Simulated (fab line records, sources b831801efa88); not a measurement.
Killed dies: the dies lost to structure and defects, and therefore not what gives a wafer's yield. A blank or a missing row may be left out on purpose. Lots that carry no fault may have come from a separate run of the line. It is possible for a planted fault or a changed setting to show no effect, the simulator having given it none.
Which tool did it? / flow sky130 / 12 lots, 36 wafers sampled, at 5 steps of a route of 708

## WHAT EACH GAUGE READ, for each wafer
SKY_FIELD_ISO_THK_MEAS_02.
lot=L346; measured=day 1 17:34; on=film_metro-03; FIELD_ISO_OXIDATION_00_THK (nm)=12.11 11.88 12.01
lot=L354; measured=day 3 08:38; on=film_metro-03; FIELD_ISO_OXIDATION_00_THK (nm)=11.95 11.98 11.79
lot=L355; measured=day 3 15:11; on=film_metro-01; FIELD_ISO_OXIDATION_00_THK (nm)=12.29 12.28 12.27
lot=L357; measured=day 4 02:50; on=film_metro-01; FIELD_ISO_OXIDATION_00_THK (nm)=11.67 11.77 11.53
lot=L358; measured=day 4 05:50; on=film_metro-03; FIELD_ISO_OXIDATION_00_THK (nm)=11.93 12.23 12.02
lot=L359; measured=day 4 10:17; on=film_metro-02; FIELD_ISO_OXIDATION_00_THK (nm)=12.08 11.92 11.84
lot=L361; measured=day 4 19:38; on=film_metro-02; FIELD_ISO_OXIDATION_00_THK (nm)=11.60 11.88 11.84
lot=L363; measured=day 5 06:37; on=film_metro-01; FIELD_ISO_OXIDATION_00_THK (nm)=12.28 12.17 12.36
lot=L364; measured=day 5 13:04; on=film_metro-02; FIELD_ISO_OXIDATION_00_THK (nm)=11.79 11.56 11.59
lot=L366; measured=day 6 00:52; on=film_metro-02; FIELD_ISO_OXIDATION_00_THK (nm)=12.19 12.05 12.07
lot=L367; measured=day 6 04:23; on=film_metro-01; FIELD_ISO_OXIDATION_00_THK (nm)=12.02 12.01 12.25
lot=L368; measured=day 6 08:31; on=film_metro-02; FIELD_ISO_OXIDATION_00_THK (nm)=12.09 12.17 11.91

SKY_FIELD_ISO_THK_MEAS_04.
lot=L346; measured=day 1 20:47; on=film_metro-02; FIELD_ISO_CVD_03_THK (nm)=164.0 164.5 164.0
lot=L354; measured=day 3 10:38; on=film_metro-01; FIELD_ISO_CVD_03_THK (nm)=162.0 161.6 163.2
lot=L355; measured=day 3 17:02; on=film_metro-01; FIELD_ISO_CVD_03_THK (nm)=163.0 162.2 162.3
lot=L357; measured=day 4 04:41; on=film_metro-02; FIELD_ISO_CVD_03_THK (nm)=163.1 163.0 164.2
lot=L358; measured=day 4 07:49; on=film_metro-01; FIELD_ISO_CVD_03_THK (nm)=162.3 162.0 162.4
lot=L359; measured=day 4 12:10; on=film_metro-03; FIELD_ISO_CVD_03_THK (nm)=165.9 166.6 166.1
lot=L361; measured=day 4 22:34; on=film_metro-02; FIELD_ISO_CVD_03_THK (nm)=164.4 164.1 163.4
lot=L363; measured=day 5 08:27; on=film_metro-03; FIELD_ISO_CVD_03_THK (nm)=166.7 166.0 166.6
lot=L364; measured=day 5 14:54; on=film_metro-02; FIELD_ISO_CVD_03_THK (nm)=167.1 164.3 165.4
lot=L366; measured=day 6 04:26; on=film_metro-02; FIELD_ISO_CVD_03_THK (nm)=164.9 166.2 165.2
lot=L367; measured=day 6 08:40; on=film_metro-01; FIELD_ISO_CVD_03_THK (nm)=161.6 163.1 161.1
lot=L368; measured=day 6 11:37; on=film_metro-02; FIELD_ISO_CVD_03_THK (nm)=163.4 162.8 163.5

SKY_GATE_OXIDE_OVL_MEAS_10.
lot=L346; measured=day 15 03:26; on=overlay-02; GATE_OXIDE_OVL (nm)=1.9 2.8 1.8
lot=L354; measured=day 17 08:08; on=overlay-01; GATE_OXIDE_OVL (nm)=- - -
lot=L355; measured=day 17 17:51; on=overlay-01; GATE_OXIDE_OVL (nm)=- - -
lot=L357; measured=day 18 07:47; on=overlay-01; GATE_OXIDE_OVL (nm)=0.2 0.8 0.3
lot=L358; measured=day 18 17:55; on=overlay-01; GATE_OXIDE_OVL (nm)=1.8 0.6 2.3
lot=L359; measured=day 19 06:21; on=overlay-01; GATE_OXIDE_OVL (nm)=1.0 2.1 1.5
lot=L361; measured=day 20 08:17; on=overlay-02; GATE_OXIDE_OVL (nm)=2.0 1.8 2.0
lot=L363; measured=day 20 20:53; on=overlay-02; GATE_OXIDE_OVL (nm)=-1.0 -0.6 0.5
lot=L364; measured=day 20 23:49; on=overlay-02; GATE_OXIDE_OVL (nm)=1.0 0.2 -1.0
lot=L366; measured=day 21 19:18; on=overlay-02; GATE_OXIDE_OVL (nm)=3.5 2.2 2.9
lot=L367; measured=day 22 06:07; on=overlay-02; GATE_OXIDE_OVL (nm)=2.6 1.5 1.1
lot=L368; measured=day 22 15:10; on=overlay-02; GATE_OXIDE_OVL (nm)=-0.7 -1.0 -2.0

## EACH LOT AND THE TOOL THAT RAN IT (in order: tool; ch and the chambers of the sampled wafers; start)
lot=L346; SKY_VT_ADJUST_LVTN_STRIP_20=plasma_asher-01 ch 0, day 8 15:33; SKY_GATE_OXIDE_COAT_05=litho_track-02 ch 0, day 14 14:21
lot=L354; SKY_VT_ADJUST_LVTN_STRIP_20=plasma_asher-04 ch 0,1, day 10 09:51; SKY_GATE_OXIDE_COAT_05=litho_track-01, day 16 17:25
lot=L355; SKY_VT_ADJUST_LVTN_STRIP_20=plasma_asher-04 ch 0,1, day 10 18:47; SKY_GATE_OXIDE_COAT_05=litho_track-03, day 17 03:06
lot=L357; SKY_VT_ADJUST_LVTN_STRIP_20=plasma_asher-01 ch 0,1, day 11 07:21; SKY_GATE_OXIDE_COAT_05=litho_track-01 ch 0, day 17 17:31
lot=L358; SKY_VT_ADJUST_LVTN_STRIP_20=plasma_asher-04 ch 1, day 11 14:30; SKY_GATE_OXIDE_COAT_05=litho_track-03 ch 0, day 18 02:34
lot=L359; SKY_VT_ADJUST_LVTN_STRIP_20=plasma_asher-01 ch 0, day 11 23:45; SKY_GATE_OXIDE_COAT_05=litho_track-01 ch 0, day 18 14:59
lot=L361; SKY_VT_ADJUST_LVTN_STRIP_20=plasma_asher-04 ch 1, day 12 22:09; SKY_GATE_OXIDE_COAT_05=litho_track-02 ch 0, day 19 16:31
lot=L363; SKY_VT_ADJUST_LVTN_STRIP_20=plasma_asher-04 ch 0,1, day 13 04:17; SKY_GATE_OXIDE_COAT_05=litho_track-02 ch 0, day 20 05:12
lot=L364; SKY_VT_ADJUST_LVTN_STRIP_20=plasma_asher-04 ch 0,1, day 13 11:25; SKY_GATE_OXIDE_COAT_05=litho_track-03 ch 0, day 20 08:34
lot=L366; SKY_VT_ADJUST_LVTN_STRIP_20=plasma_asher-04 ch 0,1, day 14 02:54; SKY_GATE_OXIDE_COAT_05=litho_track-02 ch 0, day 21 03:27
lot=L367; SKY_VT_ADJUST_LVTN_STRIP_20=plasma_asher-01 ch 0,1, day 14 13:50; SKY_GATE_OXIDE_COAT_05=litho_track-03 ch 0, day 21 15:00
lot=L368; SKY_VT_ADJUST_LVTN_STRIP_20=plasma_asher-04 ch 0,1, day 14 21:33; SKY_GATE_OXIDE_COAT_05=litho_track-01 ch 0, day 22 00:23
- SKY_VT_ADJUST_LVTN_STRIP_20: strips in O2/N2.
- SKY_GATE_OXIDE_COAT_05: resist thk 1140 nm.

## WHAT THE TOOLS THEMSELVES READ (means of the sampled wafers that have a number; where no wafer has one, the mark that the record gives instead)
SKY_VT_ADJUST_LVTN_STRIP_20.
lot=L346; tool=plasma_asher-01; drypump_motor_current_A (A)=6.4; o2_flow_sccm (sccm)=2993; oes_product_au (a.u.)=0.717; strip_time_to_endpoint_s (s)=14.20
lot=L354; tool=plasma_asher-04; drypump_motor_current_A (A)=5.5; o2_flow_sccm (sccm)=2998; oes_product_au (a.u.)=0.717; strip_time_to_endpoint_s (s)=14.16
lot=L355; tool=plasma_asher-04; drypump_motor_current_A (A)=5.6; o2_flow_sccm (sccm)=3001; oes_product_au (a.u.)=0.715; strip_time_to_endpoint_s (s)=14.17
lot=L357; tool=plasma_asher-01; drypump_motor_current_A (A)=6.4; o2_flow_sccm (sccm)=2994; oes_product_au (a.u.)=0.721; strip_time_to_endpoint_s (s)=14.22
lot=L358; tool=plasma_asher-04; drypump_motor_current_A (A)=5.6; o2_flow_sccm (sccm)=3009; oes_product_au (a.u.)=0.717; strip_time_to_endpoint_s (s)=14.15
lot=L359; tool=plasma_asher-01; drypump_motor_current_A (A)=6.4; o2_flow_sccm (sccm)=3003; oes_product_au (a.u.)=0.716; strip_time_to_endpoint_s (s)=14.24
lot=L361; tool=plasma_asher-04; drypump_motor_current_A (A)=5.6; o2_flow_sccm (sccm)=3007; oes_product_au (a.u.)=0.712; strip_time_to_endpoint_s (s)=14.18
lot=L363; tool=plasma_asher-04; drypump_motor_current_A (A)=5.6; o2_flow_sccm (sccm)=3002; oes_product_au (a.u.)=0.716; strip_time_to_endpoint_s (s)=14.23
lot=L364; tool=plasma_asher-04; drypump_motor_current_A (A)=5.6; o2_flow_sccm (sccm)=3002; oes_product_au (a.u.)=0.717; strip_time_to_endpoint_s (s)=14.25
lot=L366; tool=plasma_asher-04; drypump_motor_current_A (A)=5.6; o2_flow_sccm (sccm)=2988; oes_product_au (a.u.)=0.719; strip_time_to_endpoint_s (s)=14.16
lot=L367; tool=plasma_asher-01; drypump_motor_current_A (A)=6.5; o2_flow_sccm (sccm)=3006; oes_product_au (a.u.)=0.713; strip_time_to_endpoint_s (s)=14.16
lot=L368; tool=plasma_asher-04; drypump_motor_current_A (A)=5.6; o2_flow_sccm (sccm)=3004; oes_product_au (a.u.)=0.720; strip_time_to_endpoint_s (s)=14.19

SKY_GATE_OXIDE_COAT_05.
lot=L346; tool=litho_track-02; chill_plate_temp_C (C)=22.96; dispense_pressure_kPa (kPa)=45
lot=L354; tool=litho_track-01; chill_plate_temp_C (C)=-; dispense_pressure_kPa (kPa)=-
lot=L355; tool=litho_track-03; chill_plate_temp_C (C)=-; dispense_pressure_kPa (kPa)=-
lot=L357; tool=litho_track-01; chill_plate_temp_C (C)=22.97; dispense_pressure_kPa (kPa)=54
lot=L358; tool=litho_track-03; chill_plate_temp_C (C)=22.88; dispense_pressure_kPa (kPa)=48
lot=L359; tool=litho_track-01; chill_plate_temp_C (C)=23.10; dispense_pressure_kPa (kPa)=54
lot=L361; tool=litho_track-02; chill_plate_temp_C (C)=22.93; dispense_pressure_kPa (kPa)=45
lot=L363; tool=litho_track-02; chill_plate_temp_C (C)=22.90; dispense_pressure_kPa (kPa)=45
lot=L364; tool=litho_track-03; chill_plate_temp_C (C)=22.86; dispense_pressure_kPa (kPa)=48
lot=L366; tool=litho_track-02; chill_plate_temp_C (C)=23.02; dispense_pressure_kPa (kPa)=45
lot=L367; tool=litho_track-03; chill_plate_temp_C (C)=23.05; dispense_pressure_kPa (kPa)=48
lot=L368; tool=litho_track-01; chill_plate_temp_C (C)=23.07; dispense_pressure_kPa (kPa)=54

## THE ANSWER, worked out from the rows above alone
Rule: the usual values come from the lots themselves. The widest of any qualifying gaps counts: lots, ordered by their means at a reading, are off when they make up no more than a third of the lots, leave a main group of 4 or more, and stand apart from it by 3 or more times the standard deviation of that group's means. The tables above print the reading to a certain number of digits; a main group whose means all agree to those digits is not used. A lot without any number at a reading at which 4 lots or more have one is off too. The other lots that the step has rows for count as sound. After the gauges, taken in route order, come the tools' own readings; for these a lot's mean is taken, as printed above. The first step at which some lot is off is used, and at that step the reading that is off furthest; a lot without a number counts as furthest.
Off: L354, L355, at SKY_GATE_OXIDE_OVL_MEAS_10 (GATE_OXIDE_OVL). Without a number there: L354, L355. The main group: mean 1.1 nm, standard deviation 1.2.
If a tool, at a process step before that reading, ran all the lots that are off and no sound lot after the first of them, it fits. Not tried: the gauges at SKY_GATE_OXIDE_OVL_MEAS_10; whatever is off there is also off at SKY_GATE_OXIDE_COAT_05, on other tools, and gauge error can't account for it. Of those tried, none fits.

## WHAT THE SIMULATOR HAD PUT IN
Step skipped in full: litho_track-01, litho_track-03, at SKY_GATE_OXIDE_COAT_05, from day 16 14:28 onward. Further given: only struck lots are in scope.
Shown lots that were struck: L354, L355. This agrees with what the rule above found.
